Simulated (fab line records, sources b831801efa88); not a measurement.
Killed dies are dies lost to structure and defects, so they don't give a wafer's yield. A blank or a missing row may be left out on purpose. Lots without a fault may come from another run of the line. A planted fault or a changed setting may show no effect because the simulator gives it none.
fab line records | flow gf180mcu
record lots=15 wafers=45 last_day=34
route steps=602 shown STI@26 VT_IMPLANT@106 NWELL@137
lots that met no fault: from a run of the same line without faults
start_h: hours from the record's first day to the start of the lot's first wafer shown | wait_h: hours since the lot's step before | " the same as in the row above | L1.1+2: a row that stands for several wafers | - no value, or no start given | * or withheld: withheld | < > ~ a bound
route shown NAME@n: a module of which the file shows steps, and the number in the route of the first | usual: mean/standard deviation of fault-free wafers | same: alike in all rows | chamber/n: place in a boat | sites: the reading at each site | _std_site: their standard deviation | _edge_site: outer sites' mean less inner sites' | radius_mm: how far each site lies from the wafer's centre | mask NAME#n: copy n | behind: the tool/chamber that last shaped the wafer | hold: why the lot was held/for how many hours/how that ended | device: the transistor (n, p or np) that didn't switch | end of line: the same wafers' tests at the end of the route | a step without rows: its recipe alone | killed: dies lost to structure and defects at the first sort, not the wafer's yield | map: a wafer's dies, x killed, . not, _ none there
set.NAME: the setting as run; set.NAME@STEP: as run at that earlier step | model.NAME: the simulator's own value behind a step, which no gauge read
steps of the route over a sample of lots; a table a step, a row a wafer
services: from which hour (start_h, from the record's first day; less than 0 if before it) a tool's chamber was out of use, for how many hours, and why
## steps
# step GF_STI_CMP_25
# recipe stop_on=Si3N4 t_overpolish_s=33 down_force_psi=4 platen_rpm=60 target_thk_nm=524.6 pad_velocity_m_s=0.94248
# usual head_pressure_psi=4.001/0.0096 motor_current_A=11.8/1.1 overpolish_run_s=33.001/0.0095 time_to_endpoint_s=121/4.5
# same t_overpolish_s=33
# columns lot.wafer tool chamber start_h wait_h head_pressure_psi motor_current_A overpolish_run_s time_to_endpoint_s
L387.3 cmp-02 0 34.82 0.0 4.005 10.5 32.999 120
L387.4 " 3 " " 3.985 10.6 32.998 120
L387.6 " 0 " " 4.007 10.7 33.002 115
L388.2 cmp-02 1 39.39 0.0 4.009 11.2 33.021 117
L388.3 " 2 " " 4.010 10.9 33.009 117
L388.5 " 2 " " 4.002 12.0 33.001 118
L389.2 cmp-01 1 42.84 0.0 3.988 13.0 33.020 124
L389.4 " 3 " " 4.008 12.1 32.995 122
L389.5 " 2 " " 4.012 12.4 33.002 129
L396.4 cmp-02 2 79.28 0.1 4.000 11.3 33.005 123
L396.1 " 3 " " 3.988 9.9 32.987 123
L396.2 " 0 " " 3.999 10.1 32.991 124
L397.4 cmp-01 1 83.65 0.0 3.994 13.3 33.005 118
L397.2 " 3 " " 4.006 12.2 32.998 122
L397.6 " 1 " " 3.982 13.3 33.005 122
L398.1 cmp-01 2 90.14 0.1 4.000 12.5 32.997 123
L398.2 " 3 " " 4.025 12.2 32.988 121
L398.4 " 1 " " 4.021 12.9 33.000 124
L399.2 cmp-01 0 94.82 0.1 3.999 11.1 32.997 119
L399.3 " 1 " " 4.007 12.6 33.008 122
L399.6 " 3 " " 4.005 13.0 32.996 117
L400.4 cmp-01 2 99.16 0.2 3.988 13.3 33.006 122
L400.6 " 3 " " 4.009 12.2 32.991 113
L400.5 " 0 " " 4.008 11.0 33.006 122
L401.1 cmp-01 0 105.07 0.1 4.013 10.5 32.999 117
L401.2 " 1 " " 3.989 11.9 33.013 113
L401.6 " 3 " " 4.003 12.4 33.001 114
L402.2 cmp-02 2 110.39 0.1 4.005 11.5 32.989 118
L402.1 " 3 " " 3.986 10.8 32.999 118
L402.5 " 2 " " 4.004 11.8 32.991 125
L403.2 cmp-01 2 115.21 0.2 4.003 13.3 33.009 121
L403.6 " 3 " " 4.011 12.3 32.995 121
L403.5 " 0 " " 3.996 10.7 32.989 122
L404.3 cmp-01 1 122.05 0.0 4.001 13.3 33.015 118
L404.5 " 1 " " 3.999 13.0 33.014 120
L404.6 " 2 " " 3.993 12.7 32.982 119
L405.3 cmp-02 0 128.73 0.0 3.999 10.2 33.007 118
L405.1 " 1 " " 4.005 10.4 33.010 114
L405.4 " 2 " " 3.996 11.6 32.988 116
L406.1 cmp-01 1 131.25 0.1 3.986 12.9 32.999 118
L406.3 " 2 " " 3.991 13.4 32.983 118
L406.6 " 1 " " 3.990 12.8 33.004 116
L407.1 cmp-02 3 135.71 0.1 4.004 10.7 33.013 129
L407.3 " 0 " " 3.995 10.6 33.011 123
L407.6 " 3 " " 4.008 10.1 33.012 131
# step GF_VT_IMPLANT_PEB_16
# recipe temp_c=withheld time_s=* resist=NOVOLAK
# usual chill_plate_temp_C=* exhaust_pa=45.0/0.88
# columns lot.wafer tool chamber start_h wait_h chill_plate_temp_C exhaust_pa
L387.3 litho_track-03 0 136.26 - * 44.2
L387.4 " 0 " " * 43.9
L387.6 " 0 " " * 44.8
L388.2 litho_track-01 0 139.27 - * 45.5
L388.3 " 0 " " * 45.2
L388.5 " 0 " " * 46.0
L389.2 litho_track-02 0 147.84 - * 46.0
L389.4 " 0 " " * 45.1
L389.5 " 0 " " * 46.6
L396.1 litho_track-01 - 188.80 - - -
L396.2 " - " " - -
L396.4 " - " " - -
L397.2 litho_track-02 - 193.24 - - -
L397.4 " - " " - -
L397.6 " - " " - -
L398.1 litho_track-01 - 203.25 - - -
L398.2 " - " " - -
L398.4 " - " " - -
L399.2 litho_track-03 0 207.64 - * 44.8
L399.3 " 0 " " * 44.8
L399.6 " 0 " " * 44.4
L400.4 litho_track-03 0 212.69 - * 45.6
L400.5 " 0 " " * 45.0
L400.6 " 0 " " * 44.9
L401.1 litho_track-03 0 220.51 - * 44.9
L401.2 " 0 " " * 44.5
L401.6 " 0 " " * 45.2
L402.1 litho_track-02 0 226.72 - * 43.4
L402.2 " 0 " " * 44.0
L402.5 " 0 " " * 44.6
L403.2 litho_track-01 0 233.07 - * 47.1
L403.5 " 0 " " * 45.2
L403.6 " 0 " " * 46.1
L404.3 litho_track-03 0 245.21 - * 45.2
L404.5 " 0 " " * 44.7
L404.6 " 0 " " * 44.7
L405.1 litho_track-03 0 250.06 - * 45.6
L405.3 " 0 " " * 44.1
L405.4 " 0 " " * 45.4
L406.1 litho_track-02 0 252.11 - * 45.7
L406.3 " 0 " " * 46.3
L406.6 " 0 " " * 44.6
L407.1 litho_track-02 0 259.01 - * 44.6
L407.3 " 0 " " * 44.3
L407.6 " 0 " " * 46.2
# step GF_VT_IMPLANT_OVL_MEAS_29
# usual VT_IMPLANT_02_OVL=-0.2/1.4
# columns lot.wafer tool chamber start_h wait_h VT_IMPLANT_02_OVL[nm]
L387.3 overlay-02 - 152.38 0.1 -0.4
L387.4 " - " " 0.8
L387.6 " - " " -0.4
L388.2 overlay-02 - 155.37 0.1 -0.2
L388.3 " - " " -0.9
L388.5 " - " " 1.4
L389.2 overlay-01 - 163.97 0.1 -1.4
L389.4 " - " " -1.3
L389.5 " - " " -0.5
L396.1 overlay-02 - 206.05 0.1 2.2
L396.2 " - " " 1.1
L396.4 " - " " 2.4
L397.2 overlay-01 - 211.12 0.1 -1.1
L397.4 " - " " -1.0
L397.6 " - " " -1.3
L398.1 overlay-01 - 221.07 0.1 0.4
L398.2 " - " " -0.9
L398.4 " - " " -1.2
L399.2 overlay-02 - 225.42 0.1 -1.5
L399.3 " - " " 1.1
L399.6 " - " " -2.8
L400.4 overlay-01 - 230.91 0.1 -3.8
L400.5 " - " " -2.4
L400.6 " - " " -3.1
L401.1 overlay-01 - 238.21 0.1 0.7
L401.2 " - " " 0.1
L401.6 " - " " -1.0
L402.1 overlay-02 - 245.51 0.1 -0.4
L402.2 " - " " -0.2
L402.5 " - " " -0.5
L403.2 overlay-01 - 252.42 0.1 1.3
L403.5 " - " " 1.9
L403.6 " - " " 0.1
L404.3 overlay-01 - 264.53 0.1 -0.1
L404.5 " - " " -1.4
L404.6 " - " " -1.7
L405.1 overlay-02 - 269.71 0.1 0.8
L405.3 " - " " -0.7
L405.4 " - " " -1.3
L406.1 overlay-01 - 271.91 0.1 2.0
L406.3 " - " " 2.3
L406.6 " - " " 0.2
L407.1 overlay-02 - 278.34 0.1 1.1
L407.3 " - " " 1.7
L407.6 " - " " 1.1
# step GF_VT_IMPLANT_RS_MEAS_47
# recipe thk_meas_gauge=four-point-probe
# usual NWELL_RS=488.3/1.5
# columns lot.wafer tool chamber start_h wait_h NWELL_RS[ohm/sq]
L387.3 film_metro-02 - 168.76 0.1 487.5
L387.4 " - " " 487.8
L387.6 " - " " 488.5
L388.2 film_metro-03 - 172.83 0.1 488.8
L388.3 " - " " 487.7
L388.5 " - " " 487.8
L389.2 film_metro-03 - 180.95 0.1 490.8
L389.4 " - " " 489.4
L389.5 " - " " 491.9
L396.1 film_metro-02 - 223.91 0.1 486.8
L396.2 " - " " 486.0
L396.4 " - " " 486.1
L397.2 film_metro-01 - 229.70 0.1 488.7
L397.4 " - " " 489.2
L397.6 " - " " 490.1
L398.1 film_metro-03 - 239.41 0.1 489.1
L398.2 " - " " 490.1
L398.4 " - " " 488.7
L399.2 film_metro-01 - 243.70 0.1 487.8
L399.3 " - " " 488.3
L399.6 " - " " 490.4
L400.4 film_metro-02 - 249.39 0.1 485.7
L400.5 " - " " 484.9
L400.6 " - " " 486.2
L401.1 film_metro-01 - 258.46 0.1 489.1
L401.2 " - " " 491.2
L401.6 " - " " 488.8
L402.1 film_metro-01 - 265.38 0.1 485.4
L402.2 " - " " 485.0
L402.5 " - " " 486.3
L403.2 film_metro-01 - 271.96 0.1 489.0
L403.5 " - " " 488.4
L403.6 " - " " 488.7
L404.3 film_metro-03 - 285.07 0.1 490.1
L404.5 " - " " 490.3
L404.6 " - " " 491.7
L405.1 film_metro-03 - 290.48 0.1 489.2
L405.3 " - " " 489.4
L405.4 " - " " 488.2
L406.1 film_metro-01 - 292.59 0.1 490.7
L406.3 " - " " 489.4
L406.6 " - " " 490.8
L407.1 film_metro-01 - 299.31 0.1 489.2
L407.3 " - " " 489.4
L407.6 " - " " 489.2
## services
# columns tool chamber start_h hours kind
cmp-01 - 64.00 4.0 pm
cmp-01 - 68.00 - consumable_replace:conditioner
cmp-01 - 68.00 - consumable_replace:pad
cmp-01 - 70.14 1.1 repair
cmp-02 - 94.08 6.6 pm
cmp-02 - 103.23 2.3 repair
cmp-01 - 119.51 1.1 repair
litho_track-01 - 129.75 - consumable_replace:filter
cmp-02 - 136.48 1.5 repair
cmp-02 - 149.63 0.8 repair
cmp-01 - 212.92 2.1 repair
cmp-02 - 219.38 16.6 repair
cmp-01 - 230.79 1.1 repair
cmp-02 - 236.00 4.0 pm
cmp-02 - 240.00 - consumable_replace:conditioner
cmp-02 - 240.00 - consumable_replace:pad
cmp-02 - 254.37 0.6 repair
## key
first_sign step=GF_VT_IMPLANT_PEB_16 reading=tool_record direction=missing
effect none on later readings
met_at GF_VT_IMPLANT_PEB_16
struck_lots L396,L397,L398
sort_left_out L396.1,L396.2,L396.4,L397.2,L397.4,L397.6,L398.1,L398.2,L398.4
tester_left_out L396,L397,L398
not_acting_at GF_STI_CMP_25,GF_VT_IMPLANT_OVL_MEAS_29,GF_VT_IMPLANT_RS_MEAS_47
onset_between 147.84 188.80
fault kind=skipped_step_whole tool=litho_track-01,litho_track-02 chamber=- onset_h=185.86 steps=GF_VT_IMPLANT_PEB_16 scope=struck_lots_only
# tester_left_out: of these lots the tester's yield and bins aren't shown, on N5 and GAA mostly nor the transistor test; their killed dies are dies lost to structure and defects alone, not to doping, threshold or leakage, so they don't give the yield
# sort_left_out: the simulated sort isn't trusted on such a fault, so these wafers' sort isn't shown, and their yield isn't known
